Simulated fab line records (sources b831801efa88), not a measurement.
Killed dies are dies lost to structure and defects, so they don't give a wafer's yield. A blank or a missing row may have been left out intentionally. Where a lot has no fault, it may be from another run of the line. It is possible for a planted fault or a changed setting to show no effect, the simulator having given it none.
Check for tools in common + flow sky130 + 13 lots and 39 wafers in the sample

== THE REASON FOR OPENING IT ==
At SKY_VT_ADJUST_LVTN_TW_MEAS_10 the reading VT_ADJUST_LVTN_TW is flagged on 1 of 13 lots. Fault-free wafers read 241.9, with a standard deviation of 2.
Rule: flag the lot when none of its wafers has a number, or when each of its wafers that has one lies beyond 4 standard deviations from that mean. The rest of the lots are taken to be sound.

| lot  | measured     | on           | VT_ADJUST_LVTN_TW, wafer by wafer | flag    |
|------|--------------|--------------|-----------------------------------|---------|
| L343 | day 6 22:40  | filmMetro-01 | 241.4 242.9 240.9                 |         |
| L344 | day 7 02:23  | filmMetro-03 | 241.1 241.3 241.4                 |         |
| L345 | day 7 12:53  | filmMetro-03 | 241.0 239.7 241.4                 |         |
| L348 | day 8 09:29  | filmMetro-03 | 241.6 242.0 242.3                 |         |
| L349 | day 8 13:43  | filmMetro-01 | 29.7 29.8 29.8                    | FLAGGED |
| L353 | day 9 11:46  | filmMetro-01 | 240.5 240.8 241.3                 |         |
| L359 | day 11 09:28 | filmMetro-04 | 244.8 244.3 245.9                 |         |
| L360 | day 11 16:12 | filmMetro-03 | 240.5 239.3 239.2                 |         |
| L361 | day 11 20:13 | filmMetro-01 | 241.0 241.0 242.3                 |         |
| L362 | day 11 22:54 | filmMetro-01 | 241.8 241.7 240.9                 |         |
| L364 | day 12 14:55 | filmMetro-03 | 238.4 239.2 239.3                 |         |
| L365 | day 12 19:18 | filmMetro-03 | 239.9 240.5 238.8                 |         |
| L366 | day 13 06:55 | filmMetro-03 | 240.9 240.7 242.2                 |         |
Averaged over the flagged lots the numbers come to 29.8, -212.1 from the usual (-99 or more standard deviations).

== LOT BY LOT: THE TOOL USED ==
3 process steps preceding the reading are held in the record, out of 708 steps in the route. Each cell gives the tool, then ch followed by the chambers the sampled wafers passed through, then the start.
| lot  | flag    | SKY_FIELD_ISO_ETCH_17          | SKY_VT_ADJUST_HVTP_STRIP_10         | SKY_VT_ADJUST_LVTN_EXPOSE_04       |
|------|---------|--------------------------------|-------------------------------------|------------------------------------|
| L343 |         | rieSi-01 ch 1,2,3, day 2 08:13 | plasmaAsher-02 ch 0,1, day 6 03:48  | ilineStepper-01 ch 0, day 6 13:29  |
| L344 |         | rieSi-01 ch 0,1,2, day 2 10:29 | plasmaAsher-04 ch 1, day 6 06:53    | ilineStepper-02 ch 0, day 6 17:15  |
| L345 |         | rieSi-02 ch 0,1,2, day 2 16:22 | plasmaAsher-02 ch 0,1, day 6 17:24  | ilineStepper-02 ch 0, day 7 02:31  |
| L348 |         | rieSi-02 ch 1,2, day 3 08:17   | plasmaAsher-02 ch 0,1, day 7 12:48  | ilineStepper-01 ch 0, day 7 22:30  |
| L349 | FLAGGED | rieSi-02 ch 0,1,2, day 3 12:29 | plasmaAsher-03 ch 0,1, day 7 17:35  | ilineStepper-02 ch 0, day 8 03:35  |
| L353 |         | rieSi-01 ch 0,1,3, day 4 08:11 | plasmaAsher-04 ch 1, day 8 14:13    | ilineStepper-02 ch 0, day 9 00:40  |
| L359 |         | rieSi-01 ch 0,2,3, day 5 16:55 | plasmaAsher-03 ch 0,1, day 10 10:02 | ilineStepper-01 ch 0, day 10 21:14 |
| L360 |         | rieSi-02 ch 1,3, day 5 21:52   | plasmaAsher-02 ch 0,1, day 10 15:28 | ilineStepper-02 ch 0, day 11 04:05 |
| L361 |         | rieSi-01 ch 0,1,2, day 6 02:43 | plasmaAsher-04 ch 0,1, day 10 20:17 | ilineStepper-02 ch 0, day 11 08:41 |
| L362 |         | rieSi-01 ch 1,2,3, day 6 07:50 | plasmaAsher-03 ch 0,1, day 10 23:29 | ilineStepper-02 ch 0, day 11 11:21 |
| L364 |         | rieSi-01 ch 1,3, day 6 18:08   | plasmaAsher-04 ch 0,1, day 11 13:04 | ilineStepper-01 ch 0, day 12 01:15 |
| L365 |         | rieSi-02 ch 1,2, day 6 23:16   | plasmaAsher-04 ch 0, day 11 18:23   | ilineStepper-01 ch 0, day 12 06:27 |
| L366 |         | rieSi-01 ch 0,1,2, day 7 03:58 | plasmaAsher-03 ch 0,1, day 12 04:57 | ilineStepper-02 ch 0, day 12 18:01 |
These steps, and what they do:
- SKY_FIELD_ISO_ETCH_17: etches Si in HBr/Cl2/O2, target depth 342 nm, time 97.7 s.
- SKY_VT_ADJUST_HVTP_STRIP_10: strips in O2/N2.
- SKY_VT_ADJUST_LVTN_EXPOSE_04: exposes mask NWM COMPLEMENT LESS NATIVE, target cd 840 nm.
- SKY_VT_ADJUST_LVTN_TW_MEAS_10

== FLAGGED AGAINST TOTAL, ONE TOOL AT A TIME (gauges that did the reading follow at the end) ==
| step                          | tool            | lots run | flagged | share of the flagged lots | sound lots run after its first flagged lot |
|-------------------------------|-----------------|----------|---------|---------------------------|--------------------------------------------|
| SKY_FIELD_ISO_ETCH_17         | rieSi-01        | 8        | 0       | none                      | -                                          |
| SKY_FIELD_ISO_ETCH_17         | rieSi-02        | 5        | 1       | all                       | 2 (L360,L365)                              |
| SKY_VT_ADJUST_HVTP_STRIP_10   | plasmaAsher-02  | 4        | 0       | none                      | -                                          |
| SKY_VT_ADJUST_HVTP_STRIP_10   | plasmaAsher-03  | 4        | 1       | all                       | 3 (L359,L362,L366)                         |
| SKY_VT_ADJUST_HVTP_STRIP_10   | plasmaAsher-04  | 5        | 0       | none                      | -                                          |
| SKY_VT_ADJUST_LVTN_EXPOSE_04  | ilineStepper-01 | 5        | 0       | none                      | -                                          |
| SKY_VT_ADJUST_LVTN_EXPOSE_04  | ilineStepper-02 | 8        | 1       | all                       | 5 (L353,L360,L361,L362,L366)               |
| SKY_VT_ADJUST_LVTN_TW_MEAS_10 | filmMetro-01    | 5        | 1       | all                       | 3 (L353,L361,L362)                         |
| SKY_VT_ADJUST_LVTN_TW_MEAS_10 | filmMetro-03    | 7        | 0       | none                      | -                                          |
| SKY_VT_ADJUST_LVTN_TW_MEAS_10 | filmMetro-04    | 1        | 0       | none                      | -                                          |

== THE TABLE: WHAT IT ALLOWS ==
4 rows of the table ran every flagged lot: rieSi-02 at SKY_FIELD_ISO_ETCH_17, plasmaAsher-03 at SKY_VT_ADJUST_HVTP_STRIP_10, ilineStepper-02 at SKY_VT_ADJUST_LVTN_EXPOSE_04, filmMetro-01 at SKY_VT_ADJUST_LVTN_TW_MEAS_10.
- rieSi-02 at SKY_FIELD_ISO_ETCH_17 ran 5 lots, 1 of them flagged. Sound lots followed the first flagged one (L360, L365) on it, something a lasting fault affecting the whole tool could not allow.
- plasmaAsher-03 at SKY_VT_ADJUST_HVTP_STRIP_10 ran 4 lots, 1 of them flagged. Sound lots followed the first flagged one (L359, L362, L366) on it, something a lasting fault affecting the whole tool could not allow.
- ilineStepper-02 at SKY_VT_ADJUST_LVTN_EXPOSE_04 ran 8 lots, 1 of them flagged. Sound lots followed the first flagged one (L353, L360, L361, L362, L366) on it, something a lasting fault affecting the whole tool could not allow.
- filmMetro-01 at SKY_VT_ADJUST_LVTN_TW_MEAS_10 ran 5 lots, 1 of them flagged. Sound lots followed the first flagged one (L353, L361, L362) on it, something a lasting fault affecting the whole tool could not allow.
None of the table's rows ran every flagged lot and, after the first, no sound lot.

== WHAT WAS PUT IN BY THE SIMULATOR ==
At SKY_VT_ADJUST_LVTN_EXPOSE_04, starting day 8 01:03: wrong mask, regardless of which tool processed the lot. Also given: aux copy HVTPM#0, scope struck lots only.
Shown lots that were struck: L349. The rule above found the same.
